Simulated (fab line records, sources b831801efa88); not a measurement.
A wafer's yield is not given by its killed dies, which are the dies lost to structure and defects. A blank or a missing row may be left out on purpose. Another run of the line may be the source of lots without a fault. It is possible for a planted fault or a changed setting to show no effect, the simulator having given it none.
What tool caused it? / flow gf180mcu / 10 lots, 30 wafers sampled, at 5 steps of a route of 602

## WHAT EACH GAUGE READ, for each wafer
GF_MIM_RS_MEAS_10: the measuring method here is four-point-probe.
lot=L796; measured=day 25 19:55; on=film metro-01; MIM_ALCU_RS (ohm/sq)=0.1637 0.1608 0.1597
lot=L798; measured=day 26 12:46; on=film metro-02; MIM_ALCU_RS (ohm/sq)=0.1630 0.1641 0.1615
lot=L799; measured=day 26 20:02; on=film metro-03; MIM_ALCU_RS (ohm/sq)=0.1426 0.1423 0.1426
lot=L800; measured=day 27 01:37; on=film metro-02; MIM_ALCU_RS (ohm/sq)=0.1456 0.1430 0.1450
lot=L808; measured=day 29 07:52; on=film metro-03; MIM_ALCU_RS (ohm/sq)=0.1634 0.1607 0.1614
lot=L811; measured=day 30 05:23; on=film metro-03; MIM_ALCU_RS (ohm/sq)=0.1605 0.1586 0.1568
lot=L810; measured=day 30 06:56; on=film metro-03; MIM_ALCU_RS (ohm/sq)=0.1608 0.1626 0.1639
lot=L813; measured=day 30 23:05; on=film metro-02; MIM_ALCU_RS (ohm/sq)=0.1606 0.1592 0.1593
lot=L812; measured=day 31 00:56; on=film metro-02; MIM_ALCU_RS (ohm/sq)=0.1612 0.1592 0.1612
lot=L814; measured=day 31 04:25; on=film metro-03; MIM_ALCU_RS (ohm/sq)=0.1604 0.1622 0.1634

## WHAT TOOL EACH LOT RAN ON (gives the tool, then ch and the chambers of the sampled wafers, and finally the start)
lot=L796; GF_V4_CVD_02=pecvd-01 ch 0,2, day 24 19:50; GF_MIM_SPUTTER_00=pvd sputter-01, day 25 19:29; GF_MIM_SPUTTER_03=pvd sputter-01, day 25 19:38; GF_MIM_SPUTTER_08=pvd sputter-02, day 25 19:50
lot=L798; GF_V4_CVD_02=pecvd-01 ch 0,1, day 25 13:14; GF_MIM_SPUTTER_00=pvd sputter-03, day 26 12:20; GF_MIM_SPUTTER_03=pvd sputter-03, day 26 12:29; GF_MIM_SPUTTER_08=pvd sputter-01, day 26 12:41
lot=L799; GF_V4_CVD_02=pecvd-04 ch 0,2, day 25 20:31; GF_MIM_SPUTTER_00=pvd sputter-03, day 26 19:37; GF_MIM_SPUTTER_03=pvd sputter-03, day 26 19:47; GF_MIM_SPUTTER_08=pvd sputter-02, day 26 19:59
lot=L800; GF_V4_CVD_02=pecvd-04 ch 0,1,2, day 26 02:27; GF_MIM_SPUTTER_00=pvd sputter-03, day 27 01:12; GF_MIM_SPUTTER_03=pvd sputter-03, day 27 01:22; GF_MIM_SPUTTER_08=pvd sputter-02, day 27 01:34
lot=L808; GF_V4_CVD_02=pecvd-04 ch 0,1,2, day 28 10:31; GF_MIM_SPUTTER_00=pvd sputter-01, day 29 07:27; GF_MIM_SPUTTER_03=pvd sputter-01, day 29 07:37; GF_MIM_SPUTTER_08=pvd sputter-03, day 29 07:48
lot=L811; GF_V4_CVD_02=pecvd-03 ch 0,1,2, day 29 08:18; GF_MIM_SPUTTER_00=pvd sputter-03, day 30 04:56; GF_MIM_SPUTTER_03=pvd sputter-03, day 30 05:05; GF_MIM_SPUTTER_08=pvd sputter-02, day 30 05:17
lot=L810; GF_V4_CVD_02=pecvd-04 ch 1,2, day 29 09:35; GF_MIM_SPUTTER_00=pvd sputter-03, day 30 06:28; GF_MIM_SPUTTER_03=pvd sputter-03, day 30 06:38; GF_MIM_SPUTTER_08=pvd sputter-02, day 30 06:50
lot=L813; GF_V4_CVD_02=pecvd-04 ch 0,1,2, day 30 02:34; GF_MIM_SPUTTER_00=pvd sputter-02, day 30 22:40; GF_MIM_SPUTTER_03=pvd sputter-02, day 30 22:50; GF_MIM_SPUTTER_08=pvd sputter-03, day 30 23:02
lot=L812; GF_V4_CVD_02=pecvd-03 ch 0,2, day 30 04:14; GF_MIM_SPUTTER_00=pvd sputter-02, day 31 00:31; GF_MIM_SPUTTER_03=pvd sputter-02, day 31 00:41; GF_MIM_SPUTTER_08=pvd sputter-03, day 31 00:53
lot=L814; GF_V4_CVD_02=pecvd-03 ch 0,2, day 30 07:53; GF_MIM_SPUTTER_00=pvd sputter-03, day 31 03:59; GF_MIM_SPUTTER_03=pvd sputter-03, day 31 04:09; GF_MIM_SPUTTER_08=pvd sputter-02, day 31 04:21
- GF_V4_CVD_02: deposits SiO2 from TEOS, target thk 850 nm, time 94.851 s.
- GF_MIM_SPUTTER_00: material Ti, target thk 37.5 nm, time 150 s.
- GF_MIM_SPUTTER_03: material Ti, target thk 10 nm, time 6.7 s.
- GF_MIM_SPUTTER_08: material AlCu, target thk 200 nm, time 10.6 s.

## THE ANSWER, worked out from the rows above alone
Rule: the usual values come from the lots themselves. The widest of any qualifying gaps counts: lots, ordered by their means at a reading, are off when they make up no more than a third of the lots, leave a main group of 4 or more, and stand apart from it by 3 or more times the standard deviation of that group's means. If all means in a main group match to the digits the tables above print for the reading, that group is not used. Also off: a lot with no number at a reading for which 4 or more lots have one. Where the step has rows for the other lots, those lots are counted as sound.
Off: at GF_MIM_RS_MEAS_10 (MIM_ALCU_RS), L799, L800. For the main group the mean is 0.1612 ohm/sq and the standard deviation 0.0014.
If a tool, at a process step before that reading, ran all the lots that are off and no sound lot after the first of them, it fits. Those tools and the gauges at GF_MIM_RS_MEAS_10 are tried in the same way. Of those tried, none fits.

## WHAT WAS PUT IN BY THE SIMULATOR
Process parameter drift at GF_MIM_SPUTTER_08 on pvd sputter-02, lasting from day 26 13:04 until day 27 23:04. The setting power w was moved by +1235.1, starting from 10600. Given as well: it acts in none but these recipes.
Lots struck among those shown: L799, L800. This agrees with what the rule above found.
